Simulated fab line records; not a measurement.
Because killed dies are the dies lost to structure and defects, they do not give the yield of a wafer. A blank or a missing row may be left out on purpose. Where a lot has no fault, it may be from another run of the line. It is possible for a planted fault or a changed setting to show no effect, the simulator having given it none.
fab line records -- flow gf180mcu
[record] lots = 24, wafers = 72, lastDay = 34
route steps=602 shown STI@3 MVPSD@89 PSD@255 CONTACT@311
lots that met no fault: taken from a fault-free run of the same line
startH: hours from the record's opening day to when the first of the lot's shown wafers began -- waitH: how many hours have passed since the lot's step before this one -- " same as the row above -- L1.1+2: a single row standing in for several wafers -- - value missing, or start not given -- * or withheld: withheld -- < > ~ a bound
route shown NAME@n: names a module that has steps shown in the file, with the first one's number in the route -- usual: mean/standard deviation taken from wafers without a fault -- same: alike in all rows -- chamber/n: place in a boat -- sites: per-site readings -- _std_site: standard deviation of those values -- _edge_site: mean of outer sites minus mean of inner sites -- radiusMm: how far each site lies from the wafer's centre -- mask NAME#n: copy n -- behind: the most recent tool/chamber to have shaped the wafer -- hold: the reason the lot was held/the length of the hold in hours/how it ended -- device: whichever transistor did not switch (one of n, p or np) -- end of line: tests of these same wafers at the route's end -- a step with no rows: only its recipe -- killed: not the wafer's yield, but the dies lost to structure and defects at the first sort -- map: a wafer's dies, x killed, . not, _ none there
set.NAME: the setting the step ran with; set.NAME@STEP: the setting that earlier step ran with -- model.NAME: the simulator's own value behind a step, which no gauge read
a sample of lots followed through the steps of the route, with each step as a table and each wafer as a row
services: a tool's chamber out of use, with start hour (startH, from the record's first day; less than 0 if before it), hours out, and reason
[[steps]]
[step GF_STI_THK_MEAS_02]
[recipe] reads = SiO2_of_STI_OXIDATION_01
[usual] STI_OXIDATION_THK = 9.40/0.17
lot.wafer,tool,chamber,startH,waitH,STI_OXIDATION_THK[nm]
L074.1,filmMetro-04,-,11.51,0.0,9.66
L074.4,filmMetro-04,-,11.51,0.0,9.27
L074.5,filmMetro-04,-,11.51,0.0,9.42
L075.2,filmMetro-04,-,16.52,0.0,9.69
L075.5,filmMetro-04,-,16.52,0.0,9.53
L075.6,filmMetro-04,-,16.52,0.0,9.56
L076.2,filmMetro-04,-,21.52,0.0,9.49
L076.3,filmMetro-04,-,21.52,0.0,9.42
L076.5,filmMetro-04,-,21.52,0.0,9.30
L077.1,filmMetro-04,-,26.51,0.0,9.38
L077.2,filmMetro-04,-,26.51,0.0,9.46
L077.4,filmMetro-04,-,26.51,0.0,9.30
L078.1,filmMetro-03,-,31.51,0.0,9.50
L078.2,filmMetro-03,-,31.51,0.0,9.54
L078.4,filmMetro-03,-,31.51,0.0,9.57
L079.2,filmMetro-04,-,36.54,0.0,9.40
L079.4,filmMetro-04,-,36.54,0.0,9.53
L079.6,filmMetro-04,-,36.54,0.0,9.46
L080.2,filmMetro-04,-,42.19,0.0,9.32
L080.4,filmMetro-04,-,42.19,0.0,9.22
L080.6,filmMetro-04,-,42.19,0.0,9.37
L081.1,filmMetro-03,-,46.51,0.0,9.28
L081.2,filmMetro-03,-,46.51,0.0,9.19
L081.3,filmMetro-03,-,46.51,0.0,9.26
L082.1,filmMetro-04,-,53.04,0.0,9.55
L082.5,filmMetro-04,-,53.04,0.0,9.29
L082.6,filmMetro-04,-,53.04,0.0,9.11
L083.1,filmMetro-02,-,56.51,0.0,9.06
L083.2,filmMetro-02,-,56.51,0.0,9.25
L083.5,filmMetro-02,-,56.51,0.0,9.04
L084.1,filmMetro-03,-,61.87,0.0,9.26
L084.4,filmMetro-03,-,61.87,0.0,9.23
L084.5,filmMetro-03,-,61.87,0.0,9.34
L085.1,filmMetro-04,-,68.38,0.0,9.42
L085.2,filmMetro-04,-,68.38,0.0,9.39
L085.3,filmMetro-04,-,68.38,0.0,9.44
L086.3,filmMetro-03,-,71.55,0.0,9.41
L086.4,filmMetro-03,-,71.55,0.0,9.49
L086.5,filmMetro-03,-,71.55,0.0,9.49
L087.2,filmMetro-02,-,77.50,0.0,9.72
L087.3,filmMetro-02,-,77.50,0.0,9.61
L087.5,filmMetro-02,-,77.50,0.0,9.62
L088.3,filmMetro-03,-,81.53,0.0,8.97
L088.5,filmMetro-03,-,81.53,0.0,9.20
L088.6,filmMetro-03,-,81.53,0.0,9.15
L089.1,filmMetro-02,-,86.82,0.0,9.54
L089.4,filmMetro-02,-,86.82,0.0,9.31
L089.6,filmMetro-02,-,86.82,0.0,9.44
L090.2,filmMetro-04,-,91.52,0.0,9.56
L090.4,filmMetro-04,-,91.52,0.0,9.26
L090.5,filmMetro-04,-,91.52,0.0,9.33
L091.3,filmMetro-02,-,96.53,0.0,9.57
L091.4,filmMetro-02,-,96.53,0.0,9.46
L091.5,filmMetro-02,-,96.53,0.0,9.45
L092.1,filmMetro-04,-,101.95,0.0,9.71
L092.2,filmMetro-04,-,101.95,0.0,9.51
L092.5,filmMetro-04,-,101.95,0.0,9.60
L093.1,filmMetro-03,-,106.51,0.0,9.47
L093.2,filmMetro-03,-,106.51,0.0,9.63
L093.3,filmMetro-03,-,106.51,0.0,9.54
L094.3,filmMetro-04,-,111.53,0.0,9.16
L094.5,filmMetro-04,-,111.53,0.0,9.20
L094.6,filmMetro-04,-,111.53,0.0,9.27
L095.2,filmMetro-02,-,116.69,0.0,9.32
L095.4,filmMetro-02,-,116.69,0.0,9.45
L095.6,filmMetro-02,-,116.69,0.0,9.60
L096.1,filmMetro-03,-,122.85,0.0,9.47
L096.3,filmMetro-03,-,122.85,0.0,9.25
L096.5,filmMetro-03,-,122.85,0.0,9.57
L097.1,filmMetro-02,-,127.14,0.0,9.60
L097.3,filmMetro-02,-,127.14,0.0,9.59
L097.5,filmMetro-02,-,127.14,0.0,9.69
[step GF_STI_CD_MEAS_12]
[recipe] targetCdNm = 220
[usual] cdNm = 220.1/1.3
lot.wafer,tool,chamber,startH,waitH,cdNm
L074.1,cdSem-01,-,24.74,0.1,220.1
L074.4,cdSem-01,-,24.74,0.1,220.1
L074.5,cdSem-01,-,24.74,0.1,219.8
L075.2,cdSem-02,-,29.86,0.1,220.4
L075.5,cdSem-02,-,29.86,0.1,219.9
L075.6,cdSem-02,-,29.86,0.1,220.3
L076.2,cdSem-02,-,36.71,0.1,220.6
L076.3,cdSem-02,-,36.71,0.1,220.6
L076.5,cdSem-02,-,36.71,0.1,220.5
L077.1,cdSem-01,-,40.74,0.1,220.0
L077.2,cdSem-01,-,40.74,0.1,219.6
L077.4,cdSem-01,-,40.74,0.1,221.6
L078.1,cdSem-01,-,45.77,0.1,219.5
L078.2,cdSem-01,-,45.77,0.1,217.9
L078.4,cdSem-01,-,45.77,0.1,218.8
L079.2,cdSem-02,-,50.91,0.1,219.8
L079.4,cdSem-02,-,50.91,0.1,218.2
L079.6,cdSem-02,-,50.91,0.1,219.3
L080.2,cdSem-02,-,56.16,0.1,220.8
L080.4,cdSem-02,-,56.16,0.1,220.2
L080.6,cdSem-02,-,56.16,0.1,221.6
L081.1,cdSem-02,-,60.84,0.1,221.0
L081.2,cdSem-02,-,60.84,0.1,221.4
L081.3,cdSem-02,-,60.84,0.1,220.1
L082.1,cdSem-02,-,68.29,0.1,219.4
L082.5,cdSem-02,-,68.29,0.1,219.5
L082.6,cdSem-02,-,68.29,0.1,220.0
L083.1,cdSem-02,-,71.39,0.1,220.9
L083.2,cdSem-02,-,71.39,0.1,223.3
L083.5,cdSem-02,-,71.39,0.1,222.6
L084.1,cdSem-02,-,76.49,0.1,218.8
L084.4,cdSem-02,-,76.49,0.1,217.8
L084.5,cdSem-02,-,76.49,0.1,217.8
L085.1,cdSem-01,-,83.57,0.1,219.2
L085.2,cdSem-01,-,83.57,0.1,219.6
L085.3,cdSem-01,-,83.57,0.1,219.7
L086.3,cdSem-01,-,86.93,0.1,220.2
L086.4,cdSem-01,-,86.93,0.1,219.2
L086.5,cdSem-01,-,86.93,0.1,219.0
L087.2,cdSem-01,-,96.24,0.1,219.5
L087.3,cdSem-01,-,96.24,0.1,220.7
L087.5,cdSem-01,-,96.24,0.1,220.6
L088.3,cdSem-01,-,100.78,0.1,222.4
L088.5,cdSem-01,-,100.78,0.1,220.7
L088.6,cdSem-01,-,100.78,0.1,220.6
L089.1,cdSem-02,-,104.92,0.1,219.5
L089.4,cdSem-02,-,104.92,0.1,220.2
L089.6,cdSem-02,-,104.92,0.1,220.3
L090.2,cdSem-01,-,110.01,0.1,218.8
L090.4,cdSem-01,-,110.01,0.1,218.0
L090.5,cdSem-01,-,110.01,0.1,218.7
L091.3,cdSem-01,-,113.11,0.1,219.7
L091.4,cdSem-01,-,113.11,0.1,222.2
L091.5,cdSem-01,-,113.11,0.1,219.4
L092.1,cdSem-02,-,118.14,0.1,221.4
L092.2,cdSem-02,-,118.14,0.1,221.1
L092.5,cdSem-02,-,118.14,0.1,220.3
L093.1,cdSem-01,-,124.53,0.1,220.1
L093.2,cdSem-01,-,124.53,0.1,219.1
L093.3,cdSem-01,-,124.53,0.1,219.1
L094.3,cdSem-01,-,127.52,0.1,224.3
L094.5,cdSem-01,-,127.52,0.1,223.7
L094.6,cdSem-01,-,127.52,0.1,224.4
L095.2,cdSem-02,-,132.81,0.1,219.2
L095.4,cdSem-02,-,132.81,0.1,220.4
L095.6,cdSem-02,-,132.81,0.1,220.4
L096.1,cdSem-02,-,139.87,0.1,220.5
L096.3,cdSem-02,-,139.87,0.1,219.8
L096.5,cdSem-02,-,139.87,0.1,220.5
L097.1,cdSem-02,-,144.29,0.1,218.6
L097.3,cdSem-02,-,144.29,0.1,219.5
L097.5,cdSem-02,-,144.29,0.1,219.5
[step GF_STI_THK_MEAS_22]
[recipe] reads = SiO2_of_STI_OXIDATION_21
[usual] STI_OXIDATION_01_THK = 15.0/0.31
lot.wafer,tool,chamber,startH,waitH,STI_OXIDATION_01_THK[nm]
L074.1,filmMetro-03,-,26.93,0.0,14.7
L074.4,filmMetro-03,-,26.93,0.0,15.0
L074.5,filmMetro-03,-,26.93,0.0,14.8
L075.2,filmMetro-04,-,31.70,0.0,15.0
L075.5,filmMetro-04,-,31.70,0.0,15.2
L075.6,filmMetro-04,-,31.70,0.0,15.2
L076.2,filmMetro-03,-,38.68,0.0,15.2
L076.3,filmMetro-03,-,38.68,0.0,15.0
L076.5,filmMetro-03,-,38.68,0.0,15.1
L077.1,filmMetro-04,-,43.31,0.0,15.2
L077.2,filmMetro-04,-,43.31,0.0,15.4
L077.4,filmMetro-04,-,43.31,0.0,15.4
L078.1,filmMetro-03,-,47.62,0.0,15.0
L078.2,filmMetro-03,-,47.62,0.0,14.8
L078.4,filmMetro-03,-,47.62,0.0,14.6
L079.2,filmMetro-02,-,54.18,0.0,14.4
L079.4,filmMetro-02,-,54.18,0.0,14.2
L079.6,filmMetro-02,-,54.18,0.0,14.3
L080.2,filmMetro-02,-,58.00,0.0,14.6
L080.4,filmMetro-02,-,58.00,0.0,14.9
L080.6,filmMetro-02,-,58.00,0.0,14.6
L081.1,filmMetro-03,-,63.00,0.0,15.4
L081.2,filmMetro-03,-,63.00,0.0,15.3
L081.3,filmMetro-03,-,63.00,0.0,15.1
L082.1,filmMetro-03,-,70.14,0.0,14.9
L082.5,filmMetro-03,-,70.14,0.0,14.6
L082.6,filmMetro-03,-,70.14,0.0,14.8
L083.1,filmMetro-04,-,73.30,0.0,15.0
L083.2,filmMetro-04,-,73.30,0.0,15.0
L083.5,filmMetro-04,-,73.30,0.0,15.2
L084.1,filmMetro-03,-,78.35,0.0,14.5
L084.4,filmMetro-03,-,78.35,0.0,14.6
L084.5,filmMetro-03,-,78.35,0.0,14.4
L085.1,filmMetro-02,-,85.42,0.0,15.3
L085.2,filmMetro-02,-,85.42,0.0,15.5
L085.3,filmMetro-02,-,85.42,0.0,15.6
L086.3,filmMetro-03,-,89.36,0.0,14.9
L086.4,filmMetro-03,-,89.36,0.0,14.8
L086.5,filmMetro-03,-,89.36,0.0,14.8
L087.2,filmMetro-04,-,98.15,0.0,15.5
L087.3,filmMetro-04,-,98.15,0.0,15.4
L087.5,filmMetro-04,-,98.15,0.0,15.5
L088.3,filmMetro-03,-,102.64,0.0,14.5
L088.5,filmMetro-03,-,102.64,0.0,14.4
L088.6,filmMetro-03,-,102.64,0.0,14.6
L089.1,filmMetro-02,-,106.78,0.0,15.1
L089.4,filmMetro-02,-,106.78,0.0,15.0
L089.6,filmMetro-02,-,106.78,0.0,15.1
L090.2,filmMetro-02,-,112.65,0.0,14.6
L090.4,filmMetro-02,-,112.65,0.0,14.8
L090.5,filmMetro-02,-,112.65,0.0,14.7
L091.3,filmMetro-03,-,116.26,0.0,15.0
L091.4,filmMetro-03,-,116.26,0.0,15.2
L091.5,filmMetro-03,-,116.26,0.0,15.2
L092.1,filmMetro-03,-,120.01,0.0,15.0
L092.2,filmMetro-03,-,120.01,0.0,15.2
L092.5,filmMetro-03,-,120.01,0.0,15.2
L093.1,filmMetro-04,-,127.18,0.0,15.1
L093.2,filmMetro-04,-,127.18,0.0,15.0
L093.3,filmMetro-04,-,127.18,0.0,15.1
L094.3,filmMetro-03,-,129.54,0.0,15.0
L094.5,filmMetro-03,-,129.54,0.0,15.0
L094.6,filmMetro-03,-,129.54,0.0,15.3
L095.2,filmMetro-03,-,134.70,0.0,15.0
L095.4,filmMetro-03,-,134.70,0.0,15.2
L095.6,filmMetro-03,-,134.70,0.0,15.1
L096.1,filmMetro-03,-,145.49,0.0,15.0
L096.3,filmMetro-03,-,145.49,0.0,14.9
L096.5,filmMetro-03,-,145.49,0.0,14.9
L097.1,filmMetro-03,-,151.01,0.0,15.3
L097.3,filmMetro-03,-,151.01,0.0,15.5
L097.5,filmMetro-03,-,151.01,0.0,15.6
[step GF_MVPSD_TW_MEAS_11]
[usual] MVPSD_TW = 555/5.1
lot.wafer,tool,chamber,startH,waitH,MVPSD_TW
L074.1,filmMetro-04,-,95.80,0.1,550
L074.4,filmMetro-04,-,95.80,0.1,548
L074.5,filmMetro-04,-,95.80,0.1,550
L075.2,filmMetro-01,-,99.87,0.1,558
L075.5,filmMetro-01,-,99.87,0.1,558
L075.6,filmMetro-01,-,99.87,0.1,557
L076.2,filmMetro-02,-,109.27,0.1,557
L076.3,filmMetro-02,-,109.27,0.1,555
L076.5,filmMetro-02,-,109.27,0.1,556
L077.1,filmMetro-01,-,115.11,0.1,556
L077.2,filmMetro-01,-,115.11,0.1,558
L077.4,filmMetro-01,-,115.11,0.1,560
L078.1,filmMetro-01,-,121.01,0.1,562
L078.2,filmMetro-01,-,121.01,0.1,560
L078.4,filmMetro-01,-,121.01,0.1,565
L079.2,filmMetro-04,-,125.93,0.1,549
L079.4,filmMetro-04,-,125.93,0.1,549
L079.6,filmMetro-04,-,125.93,0.1,552
L080.2,filmMetro-04,-,132.87,0.1,548
L080.4,filmMetro-04,-,132.87,0.1,547
L080.6,filmMetro-04,-,132.87,0.1,551
L081.1,filmMetro-02,-,137.72,0.1,548
L081.2,filmMetro-02,-,137.72,0.1,551
L081.3,filmMetro-02,-,137.72,0.1,553
L082.1,filmMetro-02,-,144.92,0.1,556
L082.5,filmMetro-02,-,144.92,0.1,554
L082.6,filmMetro-02,-,144.92,0.1,559
L083.1,filmMetro-01,-,149.92,0.1,559
L083.2,filmMetro-01,-,149.92,0.1,564
L083.5,filmMetro-01,-,149.92,0.1,563
L084.1,filmMetro-01,-,155.31,0.1,564
L084.4,filmMetro-01,-,155.31,0.1,559
L084.5,filmMetro-01,-,155.31,0.1,565
L085.1,filmMetro-04,-,163.02,0.1,550
L085.2,filmMetro-04,-,163.02,0.1,551
L085.3,filmMetro-04,-,163.02,0.1,554
L086.3,filmMetro-01,-,165.88,0.1,564
L086.4,filmMetro-01,-,165.88,0.1,565
L086.5,filmMetro-01,-,165.88,0.1,566
L087.2,filmMetro-02,-,178.13,0.1,551
L087.3,filmMetro-02,-,178.13,0.1,553
L087.5,filmMetro-02,-,178.13,0.1,555
L088.3,filmMetro-02,-,182.78,0.1,556
L088.5,filmMetro-02,-,182.78,0.1,553
L088.6,filmMetro-02,-,182.78,0.1,555
L089.1,filmMetro-01,-,188.22,0.1,553
L089.4,filmMetro-01,-,188.22,0.1,555
L089.6,filmMetro-01,-,188.22,0.1,554
L090.2,filmMetro-04,-,193.82,0.1,552
L090.4,filmMetro-04,-,193.82,0.1,549
L090.5,filmMetro-04,-,193.82,0.1,549
L091.3,filmMetro-01,-,198.54,0.1,561
L091.4,filmMetro-01,-,198.54,0.1,559
L091.5,filmMetro-01,-,198.54,0.1,559
L092.1,filmMetro-04,-,204.71,0.1,547
L092.2,filmMetro-04,-,204.71,0.1,551
L092.5,filmMetro-04,-,204.71,0.1,547
L093.1,filmMetro-01,-,210.11,0.1,556
L093.2,filmMetro-01,-,210.11,0.1,559
L093.3,filmMetro-01,-,210.11,0.1,558
L094.3,filmMetro-04,-,213.83,0.1,551
L094.5,filmMetro-04,-,213.83,0.1,548
L094.6,filmMetro-04,-,213.83,0.1,550
L095.2,filmMetro-01,-,217.93,0.1,563
L095.4,filmMetro-01,-,217.93,0.1,561
L095.6,filmMetro-01,-,217.93,0.1,559
L096.1,filmMetro-01,-,238.51,0.1,557
L096.3,filmMetro-01,-,238.51,0.1,557
L096.5,filmMetro-01,-,238.51,0.1,562
L097.1,filmMetro-04,-,239.36,0.1,552
L097.3,filmMetro-04,-,239.36,0.1,548
L097.5,filmMetro-04,-,239.36,0.1,552
[step GF_PSD_CD_MEAS_07]
[recipe] targetCdNm = 400
[usual] cdNm = 400.1/2
lot.wafer,tool,chamber,startH,waitH,cdNm
L074.1,cdSem-01,-,319.62,0.1,399.9
L074.4,cdSem-01,-,319.62,0.1,400.6
L074.5,cdSem-01,-,319.62,0.1,400.0
L075.2,cdSem-01,-,320.60,0.1,404.5
L075.5,cdSem-01,-,320.60,0.1,402.1
L075.6,cdSem-01,-,320.60,0.1,402.5
L076.2,cdSem-01,-,329.00,0.1,401.6
L076.3,cdSem-01,-,329.00,0.1,400.7
L076.5,cdSem-01,-,329.00,0.1,401.8
L077.1,cdSem-01,-,344.28,0.1,399.6
L077.2,cdSem-01,-,344.28,0.1,400.9
L077.4,cdSem-01,-,344.28,0.1,396.0
L078.1,cdSem-02,-,347.04,0.1,398.3
L078.2,cdSem-02,-,347.04,0.1,397.7
L078.4,cdSem-02,-,347.04,0.1,396.5
L079.2,cdSem-01,-,353.65,0.1,397.8
L079.4,cdSem-01,-,353.65,0.1,396.6
L079.6,cdSem-01,-,353.65,0.1,398.6
L080.2,cdSem-01,-,368.29,0.1,401.0
L080.4,cdSem-01,-,368.29,0.1,399.8
L080.6,cdSem-01,-,368.29,0.1,399.9
L081.1,cdSem-02,-,370.37,0.1,398.0
L081.2,cdSem-02,-,370.37,0.1,398.6
L081.3,cdSem-02,-,370.37,0.1,397.6
L082.1,cdSem-01,-,379.58,0.1,400.1
L082.5,cdSem-01,-,379.58,0.1,399.2
L082.6,cdSem-01,-,379.58,0.1,399.3
L083.1,cdSem-01,-,385.77,0.1,402.3
L083.2,cdSem-01,-,385.77,0.1,399.4
L083.5,cdSem-01,-,385.77,0.1,400.0
L084.1,cdSem-02,-,396.92,0.1,403.5
L084.4,cdSem-02,-,396.92,0.1,402.7
L084.5,cdSem-02,-,396.92,0.1,402.4
L085.1,cdSem-02,-,407.82,0.1,401.7
L085.2,cdSem-02,-,407.82,0.1,401.3
L085.3,cdSem-02,-,407.82,0.1,399.9
L086.3,cdSem-01,-,410.06,0.1,396.3
L086.4,cdSem-01,-,410.06,0.1,398.7
L086.5,cdSem-01,-,410.06,0.1,398.6
L087.2,cdSem-02,-,435.00,0.1,403.0
L087.3,cdSem-02,-,435.00,0.1,402.0
L087.5,cdSem-02,-,435.00,0.1,401.9
L088.3,cdSem-01,-,438.86,0.1,399.2
L088.5,cdSem-01,-,438.86,0.1,399.7
L088.6,cdSem-01,-,438.86,0.1,399.2
L089.1,cdSem-01,-,448.37,0.1,402.8
L089.4,cdSem-01,-,448.37,0.1,402.0
L089.6,cdSem-01,-,448.37,0.1,400.8
L090.2,cdSem-01,-,456.70,0.1,403.0
L090.4,cdSem-01,-,456.70,0.1,401.5
L090.5,cdSem-01,-,456.70,0.1,403.3
L091.3,cdSem-02,-,461.11,0.1,394.5
L091.4,cdSem-02,-,461.11,0.1,395.0
L091.5,cdSem-02,-,461.11,0.1,395.5
L092.1,cdSem-01,-,471.02,0.1,397.7
L092.2,cdSem-01,-,471.02,0.1,401.1
L092.5,cdSem-01,-,471.02,0.1,399.8
L093.1,cdSem-02,-,485.87,0.1,402.3
L093.2,cdSem-02,-,485.87,0.1,403.0
L093.3,cdSem-02,-,485.87,0.1,403.5
L094.3,cdSem-01,-,486.21,0.1,399.6
L094.5,cdSem-01,-,486.21,0.1,396.1
L094.6,cdSem-01,-,486.21,0.1,400.6
L095.2,cdSem-02,-,491.84,0.1,400.1
L095.4,cdSem-02,-,491.84,0.1,400.8
L095.6,cdSem-02,-,491.84,0.1,400.4
L096.1,cdSem-01,-,513.81,0.1,401.3
L096.3,cdSem-01,-,513.81,0.1,401.0
L096.5,cdSem-01,-,513.81,0.1,401.7
L097.1,cdSem-02,-,517.78,0.1,398.6
L097.3,cdSem-02,-,517.78,0.1,401.2
L097.5,cdSem-02,-,517.78,0.1,397.7
[step GF_CONTACT_CVD_24]
[recipe] material = W, targetThkNm = 300, timeS = 90.339, tempC = 400, pressureTorr = 40
[usual] heaterPowerW = 824/110
lot.wafer,tool,chamber,startH,waitH,heaterPowerW
L074.1,cvdW-02,0,365.29,0.0,829
L074.4,cvdW-02,1,365.29,0.0,1015
L074.5,cvdW-02,0,365.29,0.0,813
L075.2,cvdW-01,1,366.68,0.0,775
L075.5,cvdW-01,1,366.68,0.0,792
L075.6,cvdW-01,0,366.68,0.0,746
L076.2,cvdW-02,0,376.11,0.0,823
L076.3,cvdW-02,1,376.11,0.0,1005
L076.5,cvdW-02,0,376.11,0.0,812
L077.1,cvdW-02,0,391.85,0.0,830
L077.2,cvdW-02,1,391.85,0.0,998
L077.4,cvdW-02,1,391.85,0.0,1020
L078.1,cvdW-02,0,393.89,0.0,822
L078.2,cvdW-02,1,393.89,0.0,994
L078.4,cvdW-02,0,393.89,0.0,803
L079.2,cvdW-02,1,401.45,0.0,996
L079.4,cvdW-02,0,401.45,0.0,835
L079.6,cvdW-02,1,401.45,0.0,1002
L080.2,cvdW-02,0,416.25,0.0,814
L080.4,cvdW-02,1,416.25,0.0,990
L080.6,cvdW-02,1,416.25,0.0,1011
L081.1,cvdW-02,0,419.01,0.0,830
L081.2,cvdW-02,1,419.01,0.0,1006
L081.3,cvdW-02,0,419.01,0.0,809
L082.1,cvdW-02,0,428.15,0.0,815
L082.5,cvdW-02,0,428.15,0.0,814
L082.6,cvdW-02,0,428.15,0.0,819
L083.1,cvdW-02,0,435.50,0.0,798
L083.2,cvdW-02,0,435.50,0.0,791
L083.5,cvdW-02,0,435.50,0.0,801
L084.1,cvdW-01,1,447.24,0.0,766
L084.4,cvdW-01,1,447.24,0.0,752
L084.5,cvdW-01,1,447.24,0.0,754
L085.1,cvdW-02,1,458.64,0.0,1031
L085.2,cvdW-02,0,458.64,0.0,810
L085.3,cvdW-02,0,458.64,0.0,820
L086.3,cvdW-01,1,462.27,0.1,754
L086.4,cvdW-01,0,462.27,0.1,718
L086.5,cvdW-01,1,462.27,0.1,765
L087.2,cvdW-02,0,485.39,0.0,819
L087.3,cvdW-02,1,485.39,0.0,1019
L087.5,cvdW-02,0,485.39,0.0,799
L088.3,cvdW-01,1,490.05,0.1,766
L088.5,cvdW-01,0,490.05,0.1,719
L088.6,cvdW-01,1,490.05,0.1,760
L089.1,cvdW-01,1,498.50,0.0,754
L089.4,cvdW-01,0,498.50,0.0,696
L089.6,cvdW-01,0,498.50,0.0,698
L090.2,cvdW-01,0,507.54,0.0,717
L090.4,cvdW-01,0,507.54,0.0,706
L090.5,cvdW-01,0,507.54,0.0,716
L091.3,cvdW-01,0,511.19,0.1,714
L091.4,cvdW-01,1,511.19,0.1,755
L091.5,cvdW-01,1,511.19,0.1,753
L092.1,cvdW-01,1,521.25,0.0,768
L092.2,cvdW-01,0,521.25,0.0,685
L092.5,cvdW-01,1,521.25,0.0,735
L093.1,cvdW-02,0,535.28,0.0,804
L093.2,cvdW-02,1,535.28,0.0,979
L093.3,cvdW-02,0,535.28,0.0,833
L094.3,cvdW-01,1,535.62,0.1,754
L094.5,cvdW-01,0,535.62,0.1,693
L094.6,cvdW-01,1,535.62,0.1,764
L095.2,cvdW-01,1,541.10,0.0,752
L095.4,cvdW-01,0,541.10,0.0,739
L095.6,cvdW-01,0,541.10,0.0,699
L096.1,cvdW-01,0,561.90,0.0,715
L096.3,cvdW-01,1,561.90,0.0,774
L096.5,cvdW-01,1,561.90,0.0,774
L097.1,cvdW-02,1,565.44,0.0,1014
L097.3,cvdW-02,0,565.44,0.0,843
L097.5,cvdW-02,0,565.44,0.0,828
[[services]]
tool,chamber,startH,hours,kind
cvdW-01,0,361.00,3.5,repair
cvdW-01,-,369.52,2.5,repair
cvdW-01,-,390.00,14.0,pm
cvdW-01,0,390.00,14.0,ventCycle
cvdW-01,1,390.00,14.0,ventCycle
cvdW-01,0,404.00,-,clean
cvdW-01,1,404.00,-,clean
cvdW-02,-,413.13,1.1,repair
cvdW-02,1,427.57,8.1,repair
cvdW-01,0,439.94,2.4,repair
cvdW-02,-,460.99,0.5,repair
cvdW-02,-,499.74,6.9,pm
cvdW-02,-,559.20,6.2,repair
[[key]]
fault none
